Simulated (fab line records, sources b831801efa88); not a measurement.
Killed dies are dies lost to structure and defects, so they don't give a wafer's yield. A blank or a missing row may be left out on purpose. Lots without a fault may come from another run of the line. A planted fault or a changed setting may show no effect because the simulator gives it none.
fab line records | flow sfq_line
record lots=5 wafers=23
route steps=325 shown JJ@182 M5@199 R5@212 I5@229 C5@243 M6@256 I6@271
start_h: hours from the record's first day to the start of the lot's first wafer shown | wait_h: hours since the lot's step before | " the same as in the row above | L1.1+2: a row that stands for several wafers | - no value, or no start given | * or withheld: withheld | < > ~ a bound
route shown NAME@n: a module of which the file shows steps, and the number in the route of the first | usual: mean/standard deviation of fault-free wafers | same: alike in all rows | chamber/n: place in a boat | sites: the reading at each site | _std_site: their standard deviation | _edge_site: outer sites' mean less inner sites' | radius_mm: how far each site lies from the wafer's centre | mask NAME#n: copy n | behind: the tool/chamber that last shaped the wafer | hold: why the lot was held/for how many hours/how that ended | device: the transistor (n, p or np) that didn't switch | end of line: the same wafers' tests at the end of the route | a step without rows: its recipe alone | killed: dies lost to structure and defects at the first sort, not the wafer's yield | map: a wafer's dies, x killed, . not, _ none there
set.NAME: the setting as run; set.NAME@STEP: as run at that earlier step | model.NAME: the simulator's own value behind a step, which no gauge read
lots whose settings were changed on purpose; a table a step, a row a wafer
## steps
# step SFQ_TRILAYER_JJ_TRILAYER_DEP_SPUTTER_112
# recipe material=Nb base_pressure_pa=1.33e-06 chamber_pressure_pa=0.1333 substrate_temp_c=20 target_thk_nm=170 power_w=2000 time_s=113.3
# columns lot.wafer tool chamber start_h wait_h set.time_s model.Nb_of_TRILAYER_JJ_TRILAYER_DEP_SPUTTER_112.thk_nm
L074.4 pvd_sputter-03 - 902.83 0.5 113.3 174.3
L074.5 " - " " 113.3 169.8
L074.6 " - " " 113.3 170.4
L076.1 pvd_sputter-03 - 914.60 0.5 113.3 171.8
L076.2 " - " " 97.55 145
L076.3 " - " " 113.3 169.8
L076.4 " - " " 113.3 169.7
L076.6 " - " " 97.55 147.7
L080.1 pvd_sputter-04 - 1054.82 0.5 113.3 167.4
L080.2 " - " " 98.69 146.8
L080.4 " - " " 98.69 145.9
L080.5 " - " " 98.69 147.7
L080.6 " - " " 113.3 166.9
L084.2 pvd_sputter-04 - 1087.56 0.5 113.3 170.7
L084.3 " - " " 130.2 196
L084.4 " - " " 130.2 195.9
L084.5 " - " " 113.3 170.6
L084.6 " - " " 130.2 197.3
L085.1 pvd_sputter-06 - 1093.34 0.5 113.3 173.3
L085.2 " - " " 113.3 172.4
L085.3 " - " " 113.3 173.7
L085.5 " - " " 113.3 173.6
L085.6 " - " " 113.3 172.9
# step SFQ_JJ_RS_MEAS_929
# recipe thk_meas_gauge=four-point-probe reads=Nb_of_TRILAYER_JJ_TRILAYER_DEP_SPUTTER_112
# usual JJ_NB_RS=1.047/0.011
# columns lot.wafer tool chamber start_h wait_h set.time_s@TRILAYER_JJ_TRILAYER_DEP_SPUTTER_112 JJ_NB_RS[ohm/sq]
L074.4 film_metro-04 - 903.04 0.2 113.3 1.022
L074.5 " - " " 113.3 1.047
L074.6 " - " " 113.3 1.043
L076.1 film_metro-03 - 914.68 0.0 113.3 1.036
L076.2 " - " " 97.55 1.230
L076.3 " - " " 113.3 1.048
L076.4 " - " " 113.3 1.049
L076.6 " - " " 97.55 1.208
L080.1 film_metro-04 - 1054.90 0.0 113.3 1.061
L080.2 " - " " 98.69 1.215
L080.4 " - " " 98.69 1.219
L080.5 " - " " 98.69 1.205
L080.6 " - " " 113.3 1.068
L084.2 film_metro-04 - 1087.66 0.1 113.3 1.040
L084.3 " - " " 130.2 0.905
L084.4 " - " " 130.2 0.905
L084.5 " - " " 113.3 1.041
L084.6 " - " " 130.2 0.901
L085.1 film_metro-03 - 1093.42 0.0 113.3 1.026
L085.2 " - " " 113.3 1.031
L085.3 " - " " 113.3 1.025
L085.5 " - " " 113.3 1.025
L085.6 " - " " 113.3 1.028
# step SFQ_TRILAYER_M5_LITHO_COAT_123
# recipe resist=KrF spin_rpm=3000 resist_thk_nm=600
# columns lot.wafer tool chamber start_h wait_h set.spin_rpm model.KrF_of_TRILAYER_M5_LITHO_COAT_123.thk_nm
L074.4+5 litho_track-02 0 1024.79 0.2 3000 602.2
L074.6 " 0 " " 3000 603.3
L076.1 litho_track-02 0 1035.42 0.2 3221 579.2
L076.2 " 0 " " 3000 599
L076.3 " 0 " " 3221 577.5
L076.4 " 0 " " 3000 598.3
L076.6 " 0 " " 3221 577.4
L080.1 litho_track-01 0 1060.93 0.2 3103 592.3
L080.2 " 0 " " 3000 602.6
L080.4 " 0 " " 3103 591.6
L080.5 " 0 " " 3103 594.6
L080.6 " 0 " " 3000 601.8
L084.2 litho_track-01 0 1093.23 0.2 3104 589.1
L084.3 " 0 " " 3104 589.4
L084.4 " 0 " " 3000 599.8
L084.5 " 0 " " 3000 599.7
L084.6 " 0 " " 3000 600.5
L085.1 litho_track-01 0 1104.85 0.2 3000 598.5
L085.2 " 0 " " 2913 607.8
L085.3 " 0 " " 2913 607.9
L085.5 " 0 " " 2913 608.6
L085.6 " 0 " " 3000 598.1
# step SFQ_TRILAYER_M5_ETCH_METAL_ETCH_126
# recipe target=Nb stop_on=SiO2 mask_material=PR over_etch_frac=0.15 time_s=203.2 chemistry=Cl2/BCl3 target_depth_nm=265 icp_w=600 bias_w=80 pressure_mtorr=10
# columns lot.wafer tool chamber start_h wait_h set.time_s set.spin_rpm@TRILAYER_M5_LITHO_COAT_123 model.KrF_of_TRILAYER_M5_LITHO_COAT_123.thk_nm
L074.4 rie_metal-03 1 1141.94 0.1 203.2 3000 370.3
L074.5 " 1 " " 203.2 3000 368.8
L074.6 " 0 " " 203.2 3000 365.7
L076.1 rie_metal-02 1 1153.87 0.0 203.2 3221 345.8
L076.2 " 0 " " 203.2 3000 365.5
L076.3 " 0 " " 177.7 3221 361.7
L076.4 " 1 " " 177.7 3000 384.7
L076.6 " 0 " " 203.2 3221 342.5
L080.1 rie_metal-03 1 1187.47 0.0 203.2 3103 359.3
L080.2 " 0 " " 203.2 3000 366.9
L080.4 " 1 " " 203.2 3103 358.5
L080.5 " 0 " " 203.2 3103 359
L080.6 " 1 " " 203.2 3000 368.2
L084.2 rie_metal-02 0 1223.47 0.0 203.2 3104 357.3
L084.3 " 1 " " 203.2 3104 356.5
L084.4+6 " 0,1 " " 203.2 3000 368.6
L084.5 " 0 " " 203.2 3000 367.5
L085.1 rie_metal-01 1 1238.87 0.0 203.2 3000 372.9
L085.2 " 0 " " 203.2 2913 376.3
L085.3 " 0 " " 203.2 2913 376.8
L085.5 " 0 " " 203.2 2913 378.4
L085.6 " 1 " " 203.2 3000 372.5
# step SFQ_TRILAYER_R5_DEP_SPUTTER_132
# recipe material=Ti base_pressure_pa=1.33e-06 target_thk_nm=5 power_w=2000 time_s=5 chamber_pressure_pa=0.4
# columns lot.wafer tool chamber start_h wait_h set.power_w model.Ti_of_TRILAYER_R5_DEP_SPUTTER_132.thk_nm
L074.4 pvd_sputter-04 - 1154.16 0.4 2000 5.08
L074.5 " - " " 2000 5.086
L074.6 " - " " 2000 5.058
L076.1 pvd_sputter-03 - 1161.96 1.0 2000 5.077
L076.2 " - " " 1850 4.757
L076.3 " - " " 1850 4.627
L076.4 " - " " 2000 5.101
L076.6 " - " " 1850 4.622
L080.1 pvd_sputter-05 - 1193.27 1.0 1801 4.548
L080.2 " - " " 2000 4.971
L080.4 " - " " 2000 4.937
L080.5 " - " " 1801 4.497
L080.6 " - " " 1801 4.446
L084.2 pvd_sputter-05 - 1231.05 0.8 2192 5.322
L084.3 " - " " 2192 5.273
L084.4 " - " " 2000 4.814
L084.5 " - " " 2192 5.295
L084.6 " - " " 2000 4.827
L085.1 pvd_sputter-03 - 1244.67 1.0 2000 5.038
L085.2 " - " " 1887 4.772
L085.3 " - " " 2000 4.972
L085.5 " - " " 1887 4.812
L085.6 " - " " 1887 4.798
# step SFQ_TRILAYER_R5_LITHO_COAT_141
# recipe resist=BARC spin_rpm=3000 resist_thk_nm=62
# columns lot.wafer tool chamber start_h wait_h set.spin_rpm model.BARC_of_TRILAYER_R5_LITHO_COAT_141.thk_nm
L074.4+6 litho_track-04 0 1154.59 0.2 3000 61.95
L074.5 " 0 " " 3000 61.83
L076.1 litho_track-04 0 1162.23 0.1 3000 61.77
L076.2 " 0 " " 3000 61.79
L076.3 " 0 " " 3000 61.85
L076.4 " 0 " " 3000 61.72
L076.6 " 0 " " 3000 61.87
L080.1 litho_track-03 0 1193.54 0.1 3000 61.98
L080.2 " 0 " " 3000 62.05
L080.4 " 0 " " 3000 62.14
L080.5 " 0 " " 2776 64.76
L080.6 " 0 " " 2776 64.66
L084.2 litho_track-04 0 1231.38 0.1 3000 61.9
L084.3 " 0 " " 3000 61.8
L084.4+5 " 0 " " 3000 61.94
L084.6 " 0 " " 3000 62
L085.1 litho_track-02 0 1244.94 0.1 2912 62.71
L085.2 " 0 " " 3000 61.76
L085.3 " 0 " " 2912 62.91
L085.5 " 0 " " 3000 62.01
L085.6 " 0 " " 2912 62.67
# step SFQ_TRILAYER_I5_LITHO_COAT_149
# recipe resist=BARC spin_rpm=3000 resist_thk_nm=62
# columns lot.wafer tool chamber start_h wait_h set.spin_rpm model.BARC_of_TRILAYER_I5_LITHO_COAT_149.thk_nm
L074.4 litho_track-03 0 1299.98 0.1 3000 62.08
L074.5 " 0 " " 3000 62.09
L074.6 " 0 " " 3000 61.92
L076.1 litho_track-01 0 1309.43 0.0 3120 60.57
L076.2 " 0 " " 3000 61.91
L076.3 " 0 " " 3120 60.73
L076.4 " 0 " " 3120 60.67
L076.6 " 0 " " 3000 62.2
L080.1 litho_track-01 0 1341.83 0.0 3000 61.88
L080.2 " 0 " " 2808 63.98
L080.4 " 0 " " 2808 64.18
L080.5 " 0 " " 3000 61.83
L080.6 " 0 " " 2808 64.11
L084.2 litho_track-03 0 1376.42 0.1 2812 64.36
L084.3 " 0 " " 3000 62.42
L084.4 " 0 " " 2812 64.6
L084.5 " 0 " " 3000 62.55
L084.6 " 0 " " 2812 64.47
L085.1 litho_track-03 0 1390.77 0.0 3000 62.32
L085.2 " 0 " " 2860 63.75
L085.3 " 0 " " 2860 63.74
L085.5 " 0 " " 3000 62.14
L085.6 " 0 " " 2860 63.81
# step SFQ_TRILAYER_C5_LITHO_EXPOSE_152
# recipe mask_id=C5 na=0.6 source_shape=conventional sigma_outer=0.65 target_cd_nm=500 dose_mj=21.3
# columns lot.wafer tool chamber start_h wait_h mask set.dose_mj
L074.4+5+6 krf_scanner-01 0 1578.85 - C5#0 21.3
L076.1+4+6 krf_scanner-01 0 1587.85 - C5#0 20.64
L076.2+3 " 0 " " C5#0 21.3
L080.1+4 krf_scanner-01 0 1619.05 - C5#0 21.3
L080.2+5+6 " 0 " " C5#0 20.68
L084.2+5 krf_scanner-02 0 1653.02 - C5#0 22.76
L084.3+4+6 " 0 " " C5#0 21.3
L085.1+2 krf_scanner-02 0 - - C5#0 21.3
L085.3+5+6 " 0 " " C5#0 21.82
# step SFQ_TRILAYER_C5_LITHO_PEB_154
# recipe peb_temp_c=115 peb_time_s=60 resist=KrF
# step SFQ_TRILAYER_C5_LITHO_DEVELOP_153
# recipe time_s=60 resist=KrF
# step SFQ_TRILAYER_C5_BARC_OPEN_VIA_ETCH_210
# recipe mask_material=PR chemistry=O2 target_depth_nm=125 target=BARC source_w=500 bias_w=80 pressure_mtorr=30 time_s=40.6
# columns lot.wafer tool chamber start_h wait_h set.dose_mj@TRILAYER_C5_LITHO_EXPOSE_152 model.C5.cd_nm
L074.4 rie_diel-02 3 1579.79 0.0 21.3 501.7
L074.5 " 1 " " 21.3 499.9
L074.6 " 2 " " 21.3 500.4
L076.1 rie_diel-03 1 1589.39 0.0 20.64 495.6
L076.2 " 3 " " 21.3 501
L076.3 " 2 " " 21.3 500.7
L076.4+6 " 0 " " 20.64 496
L080.1 rie_diel-03 0 1620.59 0.0 21.3 497.4
L080.2 " 2 " " 20.68 493.8
L080.4 " 1 " " 21.3 499
L080.5 " 3 " " 20.68 493.5
L080.6 " 2 " " 20.68 494.6
L084.2 rie_diel-03 3 1654.36 0.0 22.76 510.8
L084.3 " 1 " " 21.3 502.3
L084.4 " 2 " " 21.3 500.5
L084.5 " 0 " " 22.76 511.5
L084.6 " 3 " " 21.3 499.7
L085.1 rie_diel-04 3 1656.89 0.0 21.3 498.6
L085.2 " 1 " " 21.3 497.9
L085.3 " 0 " " 21.82 502.3
L085.5 " 3 " " 21.82 501.5
L085.6 " 0 " " 21.82 502.9
# step SFQ_TRILAYER_M6_LITHO_COAT_159
# recipe resist=KrF spin_rpm=3000 resist_thk_nm=600
# columns lot.wafer tool chamber start_h wait_h set.spin_rpm model.KrF_of_TRILAYER_M6_LITHO_COAT_159.thk_nm
L074.4 litho_track-01 0 1581.40 0.2 3000 597.8
L074.5 " 0 " " 3000 599.4
L074.6 " 0 " " 3000 596.9
L076.1 litho_track-01 0 1590.85 0.2 3070 592.2
L076.2 " 0 " " 3070 593.1
L076.3 " 0 " " 3070 593
L076.4 " 0 " " 3000 601.4
L076.6 " 0 " " 3000 599.9
L080.1 litho_track-02 0 1622.05 0.2 3000 599.3
L080.2 " 0 " " 3000 598
L080.4 " 0 " " 3000 599.1
L080.5 " 0 " " 3000 599
L080.6 " 0 " " 3000 597.7
L084.2 litho_track-02 0 1655.87 0.2 3000 601.3
L084.3 " 0 " " 3000 600
L084.4 " 0 " " 3000 598.8
L084.5 " 0 " " 3000 602.5
L084.6 " 0 " " 3000 599.7
L085.1 litho_track-02 0 1658.35 0.2 3000 598
L085.2 " 0 " " 3218 578.5
L085.3 " 0 " " 3218 578.2
L085.5 " 0 " " 3000 597.7
L085.6 " 0 " " 3000 597.6
# step SFQ_TRILAYER_M6_LITHO_PEB_162
# recipe peb_temp_c=115 peb_time_s=60 resist=KrF
# columns lot.wafer tool chamber start_h wait_h set.peb_temp_c
L074.4+5+6 litho_track-02 0 1583.28 0.5 115
L076.1+2 litho_track-01 0 1592.50 1.0 117.1
L076.3+4+6 " 0 " " 115
L080.1+2 litho_track-02 0 1623.70 1.0 116.3
L080.4+5+6 " 0 " " 115
L084.2+5+6 litho_track-01 0 1753.63 0.8 113
L084.3+4 " 0 " " 115
L085.1+2+3+5+6 litho_track-02 0 1757.21 1.0 115
# step SFQ_TRILAYER_M6_LITHO_DEVELOP_161
# recipe time_s=60 resist=KrF
# step SFQ_TRILAYER_M6_BARC_OPEN_METAL_ETCH_206
# recipe mask_material=PR chemistry=O2 target_depth_nm=125 target=BARC icp_w=600 bias_w=80 pressure_mtorr=10 time_s=42.91
# columns lot.wafer tool chamber start_h wait_h set.peb_temp_c@TRILAYER_M6_LITHO_PEB_162 model.M6.cd_nm
L074.4 rie_metal-02 0 1583.56 0.0 115 499.9
L074.5 " 1 " " 115 499.3
L074.6 " 0 " " 115 501
L076.1 rie_metal-01 0 1592.84 0.0 117.1 464.2
L076.2 " 1 " " 117.1 465.3
L076.3 " 1 " " 115 500.8
L076.4 " 0 " " 115 498.4
L076.6 " 0 " " 115 498.9
L080.1 rie_metal-03 1 1624.04 0.0 116.3 479
L080.2 " 0 " " 116.3 480
L080.4+6 " 0,1 " " 115 501.1
L080.5 " 0 " " 115 501.5
L084.2 rie_metal-01 1 1753.96 0.0 113 539.8
L084.3 " 1 " " 115 500.9
L084.4 " 1 " " 115 500.3
L084.5 " 1 " " 113 539.5
L084.6 " 1 " " 113 537.5
L085.1 rie_metal-02 0 1757.54 0.0 115 499.8
L085.2+5 " 1 " " 115 499.2
L085.3 " 0 " " 115 496.3
L085.6 " 0 " " 115 499.5
# step SFQ_TRILAYER_M6_ETCH_METAL_ETCH_162
# recipe target=Nb stop_on=SiO2 mask_material=PR chemistry=Cl2/Ar target_depth_nm=240 icp_w=600 bias_w=80 pressure_mtorr=10 time_s=120
# columns lot.wafer tool chamber start_h wait_h set.spin_rpm@TRILAYER_M6_LITHO_COAT_159 model.KrF_of_TRILAYER_M6_LITHO_COAT_159.thk_nm
L074.4 rie_metal-02 0 1583.64 0.1 3000 375.2
L074.5 " 1 " " 3000 379.9
L074.6 " 0 " " 3000 374.4
L076.1 rie_metal-01 0 1592.90 0.0 3070 369
L076.2 " 1 " " 3070 376.4
L076.3 " 1 " " 3070 375.5
L076.4 " 0 " " 3000 378.5
L076.6 " 0 " " 3000 377.3
L080.1 rie_metal-03 1 1624.10 0.0 3000 380.9
L080.2 " 0 " " 3000 376.8
L080.4 " 0 " " 3000 375.6
L080.5 " 0 " " 3000 377
L080.6 " 1 " " 3000 378.1
L084.2 rie_metal-01 1 1754.10 0.1 3000 384.2
L084.3 " 1 " " 3000 382.7
L084.4 " 1 " " 3000 382
L084.5 " 1 " " 3000 385.8
L084.6 " 1 " " 3000 383.5
L085.1 rie_metal-02 0 1757.60 0.0 3000 374.8
L085.2 " 1 " " 3218 359.3
L085.3 " 0 " " 3218 356.6
L085.5 " 1 " " 3000 378
L085.6 " 0 " " 3000 374.2
# step SFQ_TRILAYER_I6_VIA_LITHO_COAT_169
# recipe resist=KrF spin_rpm=3000 resist_thk_nm=650
# columns lot.wafer tool chamber start_h wait_h set.spin_rpm model.KrF_of_TRILAYER_I6_VIA_LITHO_COAT_169.thk_nm
L074.4 litho_track-04 0 1589.82 0.2 3000 650.8
L074.5 " 0 " " 3000 649.7
L074.6 " 0 " " 3000 649.9
L076.1+3 litho_track-03 0 1598.50 0.2 2915 661.4
L076.2 " 0 " " 3000 652.6
L076.4 " 0 " " 3000 653.5
L076.6 " 0 " " 3000 651.8
L080.1 litho_track-03 0 1629.70 0.2 3000 649.7
L080.2 " 0 " " 3000 650.6
L080.4 " 0 " " 3000 652.5
L080.5 " 0 " " 3000 648.5
L080.6 " 0 " " 3000 650.1
L084.2 litho_track-03 0 1760.44 0.2 2941 654.6
L084.3 " 0 " " 2941 654.2
L084.4+6 " 0 " " 3000 648.4
L084.5 " 0 " " 2941 654.3
L085.1 litho_track-02 0 1763.20 0.2 3000 650.6
L085.2 " 0 " " 3000 649.1
L085.3 " 0 " " 3000 648.1
L085.5 " 0 " " 3000 648.8
L085.6 " 0 " " 3000 650.7
# step SFQ_TRILAYER_I6_VIA_LITHO_SOFTBAKE_173
# recipe temp_c=withheld time_s=withheld resist=KrF
# step SFQ_TRILAYER_I6_VIA_LITHO_EXPOSE_170
# recipe mask_id=I6 na=0.6 source_shape=conventional sigma_outer=0.65 target_cd_nm=700 dose_mj=21.3
# step SFQ_TRILAYER_I6_VIA_LITHO_DEVELOP_171
# recipe time_s=60 resist=KrF
# step SFQ_TRILAYER_I6_VIA_BARC_OPEN_VIA_ETCH_235
# recipe mask_material=PR chemistry=O2 target_depth_nm=125 target=BARC source_w=500 bias_w=80 pressure_mtorr=30 time_s=41.7
# columns lot.wafer tool chamber start_h wait_h set.spin_rpm@TRILAYER_I6_VIA_LITHO_COAT_169 model.KrF_of_TRILAYER_I6_VIA_LITHO_COAT_169.thk_nm
L074.4 rie_diel-04 2 1703.56 0.0 3000 573.4
L074.5 " 2 " " 3000 571.9
L074.6 " 1 " " 3000 573
L076.1 rie_diel-04 1 1708.36 0.0 2915 584.7
L076.2 " 2 " " 3000 575.4
L076.3 " 0 " " 2915 585
L076.4 " 3 " " 3000 578.1
L076.6 " 0 " " 3000 575.3
L080.1+6 rie_diel-01 3,1 1732.22 0.0 3000 573.3
L080.2 " 1 " " 3000 573.7
L080.4 " 0 " " 3000 574.8
L080.5 " 2 " " 3000 571.7
L084.2 rie_diel-04 3 1880.38 0.0 2941 578.5
L084.3 " 2 " " 2941 576.4
L084.4 " 1 " " 3000 571.8
L084.5 " 2 " " 2941 576
L084.6 " 3 " " 3000 572.5
L085.1 rie_diel-03 2 1882.78 0.0 3000 573.4
L085.2 " 3 " " 3000 572.6
L085.3 " 1 " " 3000 571.5
L085.5 " 0 " " 3000 571.3
L085.6 " 1 " " 3000 573.9
## key
split step=SFQ_TRILAYER_JJ_TRILAYER_DEP_SPUTTER_112 setting=time_s stated=113.3 by=wafer
response step=SFQ_TRILAYER_JJ_TRILAYER_DEP_SPUTTER_112 reading=model.Nb_of_TRILAYER_JJ_TRILAYER_DEP_SPUTTER_112.thk_nm change=+1.69 per=1% r=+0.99
response step=SFQ_JJ_RS_MEAS_929 reading=JJ_NB_RS change=-0.011 per=1% r=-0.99
split step=SFQ_TRILAYER_M5_LITHO_COAT_123 setting=spin_rpm stated=3000 by=wafer
response step=SFQ_TRILAYER_M5_LITHO_COAT_123 reading=model.KrF_of_TRILAYER_M5_LITHO_COAT_123.thk_nm change=-2.88 per=1% r=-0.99
response step=SFQ_TRILAYER_M5_ETCH_METAL_ETCH_126 reading=model.KrF_of_TRILAYER_M5_LITHO_COAT_123.thk_nm slope=-2.82 per=1% together_with=time_s@TRILAYER_M5_ETCH_METAL_ETCH_126 explained=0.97
split step=SFQ_TRILAYER_M5_ETCH_METAL_ETCH_126 setting=time_s stated=203.2 by=wafer
response step=SFQ_TRILAYER_M5_ETCH_METAL_ETCH_126 reading=model.KrF_of_TRILAYER_M5_LITHO_COAT_123.thk_nm slope=-1.47 per=1% together_with=spin_rpm@TRILAYER_M5_LITHO_COAT_123 explained=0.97
split step=SFQ_TRILAYER_R5_DEP_SPUTTER_132 setting=power_w stated=2000 by=wafer
response step=SFQ_TRILAYER_R5_DEP_SPUTTER_132 reading=model.Ti_of_TRILAYER_R5_DEP_SPUTTER_132.thk_nm change=+0.0482 per=1% r=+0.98
split step=SFQ_TRILAYER_R5_LITHO_COAT_141 setting=spin_rpm stated=3000 by=wafer
response step=SFQ_TRILAYER_R5_LITHO_COAT_141 reading=model.BARC_of_TRILAYER_R5_LITHO_COAT_141.thk_nm change=-0.348 per=1% r=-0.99
split step=SFQ_TRILAYER_I5_LITHO_COAT_149 setting=spin_rpm stated=3000 by=wafer
response step=SFQ_TRILAYER_I5_LITHO_COAT_149 reading=model.BARC_of_TRILAYER_I5_LITHO_COAT_149.thk_nm change=-0.335 per=1% r=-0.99
split step=SFQ_TRILAYER_C5_LITHO_EXPOSE_152 setting=dose_mj stated=21.3 by=wafer
response step=SFQ_TRILAYER_C5_BARC_OPEN_VIA_ETCH_210 reading=model.C5.cd_nm change=+1.52 per=1% r=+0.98
split step=SFQ_TRILAYER_M6_LITHO_COAT_159 setting=spin_rpm stated=3000 by=wafer
response step=SFQ_TRILAYER_M6_LITHO_COAT_159 reading=model.KrF_of_TRILAYER_M6_LITHO_COAT_159.thk_nm change=-2.74 per=1% r=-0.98
response step=SFQ_TRILAYER_M6_ETCH_METAL_ETCH_162 reading=model.KrF_of_TRILAYER_M6_LITHO_COAT_159.thk_nm change=-2.38 per=1% r=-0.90
split step=SFQ_TRILAYER_M6_LITHO_PEB_162 setting=peb_temp_c stated=115 by=wafer
response step=SFQ_TRILAYER_M6_BARC_OPEN_METAL_ETCH_206 reading=model.M6.cd_nm change=-20.2 per=1% r=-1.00
split step=SFQ_TRILAYER_I6_VIA_LITHO_COAT_169 setting=spin_rpm stated=3000 by=wafer
response step=SFQ_TRILAYER_I6_VIA_LITHO_COAT_169 reading=model.KrF_of_TRILAYER_I6_VIA_LITHO_COAT_169.thk_nm change=-3.08 per=1% r=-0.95
response step=SFQ_TRILAYER_I6_VIA_BARC_OPEN_VIA_ETCH_235 reading=model.KrF_of_TRILAYER_I6_VIA_LITHO_COAT_169.thk_nm change=-2.85 per=1% r=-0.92
